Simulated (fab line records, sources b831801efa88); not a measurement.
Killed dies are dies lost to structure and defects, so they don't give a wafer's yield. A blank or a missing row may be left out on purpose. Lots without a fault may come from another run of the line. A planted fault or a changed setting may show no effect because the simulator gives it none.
Which tool did it? | flow sky130 | 14 lots, 42 wafers sampled, at 4 steps of a route of 708

WHAT THE GAUGES READ, wafer by wafer
The record holds no reading of a measuring or inspecting step that can be judged against a usual standard deviation.

WHICH TOOL RAN EACH LOT (tool, then ch and the chambers of the sampled wafers, then the start)
lot  | SKY_LDD_N_IMPLANT_12            | SKY_METAL2_SPUTTER_03        | SKY_VIA2_SPUTTER_20          | SKY_CAPM_CVD_00
L352 | implanter-02 ch 0, day 17 16:14 | pvd_sputter-01, day 33 20:05 | pvd_sputter-03, day 36 03:10 | pecvd-04 ch 0,1,2, day 36 03:59
L353 | implanter-03 ch 0, day 18 02:06 | pvd_sputter-01, day 34 05:44 | pvd_sputter-02, day 36 12:08 | pecvd-03 ch 1,2, day 36 12:57
L355 | implanter-01 ch 0, day 18 18:56 | pvd_sputter-02, day 34 23:05 | pvd_sputter-02, day 37 05:49 | pecvd-04 ch 0,1,2, day 37 06:38
L357 | implanter-02 ch 0, day 19 11:52 | pvd_sputter-01, day 35 09:45 | pvd_sputter-01, day 37 16:50 | pecvd-01 ch 1,2, day 37 17:40
L358 | implanter-03 ch 0, day 20 00:18 | pvd_sputter-04, day 35 22:49 | pvd_sputter-01, day 38 04:07 | pecvd-03 ch 0,1, day 38 04:56
L361 | implanter-01 ch 0, day 20 21:49 | pvd_sputter-04, day 36 19:59 | pvd_sputter-01, day 39 00:19 | pecvd-03 ch 0,1,2, day 39 01:08
L364 | implanter-01 ch 0, day 22 04:40 | pvd_sputter-04, day 37 15:34 | pvd_sputter-03, day 39 20:17 | pecvd-03 ch 1,2, day 39 21:07
L368 | implanter-01 ch 0, day 23 16:59 | pvd_sputter-01, day 39 01:56 | pvd_sputter-02, day 41 04:46 | pecvd-04 ch 0,2, day 41 05:35
L369 | implanter-03 ch 0, day 23 21:58 | pvd_sputter-02, day 39 04:50 | pvd_sputter-01, day 41 08:04 | pecvd-01 ch 1, day 41 08:53
L370 | implanter-03 ch 0, day 24 04:02 | pvd_sputter-02, day 39 15:09 | pvd_sputter-01, day 41 17:48 | pecvd-01 ch 2, day 41 18:38
L371 | implanter-03 ch 0, day 24 22:25 | pvd_sputter-01, day 40 02:26 | pvd_sputter-02, day 42 05:20 | pecvd-04 ch 1,2, day 42 06:14
L373 | implanter-03 ch 0, day 25 06:12 | pvd_sputter-02, day 40 10:08 | pvd_sputter-02, day 42 12:45 | pecvd-04 ch 0,2, day 42 13:34
L374 | implanter-02 ch 0, day 25 15:20 | pvd_sputter-01, day 40 16:44 | pvd_sputter-01, day 42 18:28 | pecvd-03 ch 0,2, day 42 19:17
L375 | implanter-02 ch 0, day 25 19:59 | pvd_sputter-04, day 40 17:54 | pvd_sputter-02, day 42 20:04 | pecvd-04 ch 0,2, day 42 20:53
- SKY_LDD_N_IMPLANT_12
- SKY_METAL2_SPUTTER_03: material Ti, target thk 5 nm, time 3.3 s.
- SKY_VIA2_SPUTTER_20: material TiN, target thk 20 nm, time 80 s.
- SKY_CAPM_CVD_00: deposits SiO2, target thk 15.5 nm.

WHAT THE TOOLS THEMSELVES READ (means of the sampled wafers that have a number; where no wafer has one, the mark that the record gives instead)
SKY_LDD_N_IMPLANT_12. Usual: beam_energy_keV 49.997, standard deviation 0.015.
lot  | tool         | beam_energy_keV | flag
L352 | implanter-02 | 50.011          |
L353 | implanter-03 | 49.977          |
L355 | implanter-01 | 49.990          |
L357 | implanter-02 | 49.993          |
L358 | implanter-03 | 50.008          |
L361 | implanter-01 | 49.994          |
L364 | implanter-01 | 38.016          | OFF
L368 | implanter-01 | 37.993          | OFF
L369 | implanter-03 | 50.004          |
L370 | implanter-03 | 49.995          |
L371 | implanter-03 | 49.995          |
L373 | implanter-03 | 50.001          |
L374 | implanter-02 | 49.983          |
L375 | implanter-02 | 50.012          |

SKY_METAL2_SPUTTER_03. Usual: throttle_valve_pct 30.3 %, standard deviation 1.2.
lot  | tool           | throttle_valve_pct (%) | flag
L352 | pvd_sputter-01 | 29.8                   |
L353 | pvd_sputter-01 | 31.0                   |
L355 | pvd_sputter-02 | 30.2                   |
L357 | pvd_sputter-01 | 30.2                   |
L358 | pvd_sputter-04 | 29.4                   |
L361 | pvd_sputter-04 | 30.2                   |
L364 | pvd_sputter-04 | 29.3                   |
L368 | pvd_sputter-01 | 30.7                   |
L369 | pvd_sputter-02 | 30.3                   |
L370 | pvd_sputter-02 | 30.3                   |
L371 | pvd_sputter-01 | 30.5                   |
L373 | pvd_sputter-02 | 30.7                   |
L374 | pvd_sputter-01 | 31.1                   |
L375 | pvd_sputter-04 | 30.8                   |

SKY_VIA2_SPUTTER_20. Usual: throttle_valve_pct 30.2 %, standard deviation 0.95.
lot  | tool           | throttle_valve_pct (%) | flag
L352 | pvd_sputter-03 | 29.5                   |
L353 | pvd_sputter-02 | 30.8                   |
L355 | pvd_sputter-02 | 30.2                   |
L357 | pvd_sputter-01 | 30.7                   |
L358 | pvd_sputter-01 | 30.3                   |
L361 | pvd_sputter-01 | 30.2                   |
L364 | pvd_sputter-03 | 29.6                   |
L368 | pvd_sputter-02 | 30.2                   |
L369 | pvd_sputter-01 | 31.7                   |
L370 | pvd_sputter-01 | 31.0                   |
L371 | pvd_sputter-02 | 30.9                   |
L373 | pvd_sputter-02 | 30.7                   |
L374 | pvd_sputter-01 | 30.2                   |
L375 | pvd_sputter-02 | 30.3                   |

SKY_CAPM_CVD_00. Usual: heater_power_outer_w 397 W, standard deviation 66; heater_power_w 679 W, standard deviation 80.
lot  | tool     | heater_power_outer_w (W) | heater_power_w (W) | flag
L352 | pecvd-04 | 367                      | 625                |
L353 | pecvd-03 | 368                      | 663                |
L355 | pecvd-04 | 366                      | 629                |
L357 | pecvd-01 | 455                      | 740                |
L358 | pecvd-03 | 357                      | 661                |
L361 | pecvd-03 | 360                      | 663                |
L364 | pecvd-03 | 395                      | 700                |
L368 | pecvd-04 | 417                      | 674                |
L369 | pecvd-01 | 399                      | 668                |
L370 | pecvd-01 | 488                      | 777                |
L371 | pecvd-04 | 367                      | 608                |
L373 | pecvd-04 | 427                      | 691                |
L374 | pecvd-03 | 404                      | 743                |
L375 | pecvd-04 | 407                      | 680                |

THE ANSWER, worked out from the rows above alone
Rule: a lot is off if the mean of its wafers that have a number lies more than 3 standard deviations from the usual mean. A lot without any number at a reading at which 4 lots or more have one is off too. The other lots that the step has rows for count as sound. The gauges are gone through in route order, then the tools' own readings, and for those a lot's mean is taken as printed above. The first step at which some lot is off is used, and at that step the reading that is off furthest; a lot without a number counts as furthest.
Off: L364, L368, at SKY_LDD_N_IMPLANT_12 (beam_energy_keV).
A tool fits if, at that step or a process step before it, it ran every lot that is off, and no sound lot after the first of them. One fits: implanter-01 at SKY_LDD_N_IMPLANT_12. Its last sound lot is L361 (day 20 21:49), its first lot that is off L364 (day 22 04:40): a fault that began between those two fits.
The tool's own readings at SKY_LDD_N_IMPLANT_12 bear it out: on the lots that are off they differ by more than 5 times the standard deviation of the sound lots' means. beam_energy_keV reads 38.005 there against 49.997 on the sound lots.

WHAT THE SIMULATOR HAD PUT IN
Process parameter drift: implanter-01, from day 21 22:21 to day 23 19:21, at SKY_LDD_N_IMPLANT_12. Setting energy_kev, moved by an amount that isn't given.
Lots struck among those shown: L364, L368. The rule above found the same.
